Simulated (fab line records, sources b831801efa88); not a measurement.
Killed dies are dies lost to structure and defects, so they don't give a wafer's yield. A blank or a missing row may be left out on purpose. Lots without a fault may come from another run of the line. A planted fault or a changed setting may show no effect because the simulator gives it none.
Which tool did it? | flow sky130 | 6 lots, 18 wafers sampled, at 2 steps of a route of 708

WHAT THE GAUGES READ, wafer by wafer
SKY_METAL4_OVL_MEAS_14.
lot  | measured     | on         | METAL4_OVL (nm)
L287 | day 42 07:48 | overlay-01 | -3 -7 -10
L291 | day 43 03:11 | overlay-01 | 3 2 -5
L293 | day 43 17:30 | overlay-01 | -6 -5 -8
L295 | day 44 06:36 | overlay-02 | -1 6 4
L300 | day 45 12:31 | overlay-01 | -3 -5 -2
L306 | day 47 06:22 | overlay-01 | -3 -8 -9

WHICH TOOL RAN EACH LOT (tool, then ch and the chambers of the sampled wafers, then the start)
lot  | SKY_FIELD_ISO_WET_ETCH_28
L287 | wet_bench-02 ch 1, day 2 17:10
L291 | wet_bench-03 ch 0, day 3 12:29
L293 | wet_bench-02 ch 1, day 3 21:48
L295 | wet_bench-03 ch 3, day 4 09:01
L300 | wet_bench-03 ch 0, day 5 10:16
L306 | wet_bench-01 ch 3, day 6 20:34
- SKY_FIELD_ISO_WET_ETCH_28: etches SiO2 in dHF, target depth 23.7 nm, time 47 s.

THE ANSWER, worked out from the rows above alone
Rule: what is usual is taken from the lots themselves. Put in order of their means at a reading, lots are off if they are a third of the lots or fewer, leave a main group of 4 or more, and stand apart from it by a gap of 3 or more times the standard deviation of the main group's means; of several such gaps the widest counts. A main group whose means are all the same, to the digits that the tables above print for the reading, isn't used. A lot without any number at a reading at which 4 lots or more have one is off too. The other lots that the step has rows for count as sound.
No lot is off at any reading shown: from this, nothing can be told.

WHAT THE SIMULATOR HAD PUT IN
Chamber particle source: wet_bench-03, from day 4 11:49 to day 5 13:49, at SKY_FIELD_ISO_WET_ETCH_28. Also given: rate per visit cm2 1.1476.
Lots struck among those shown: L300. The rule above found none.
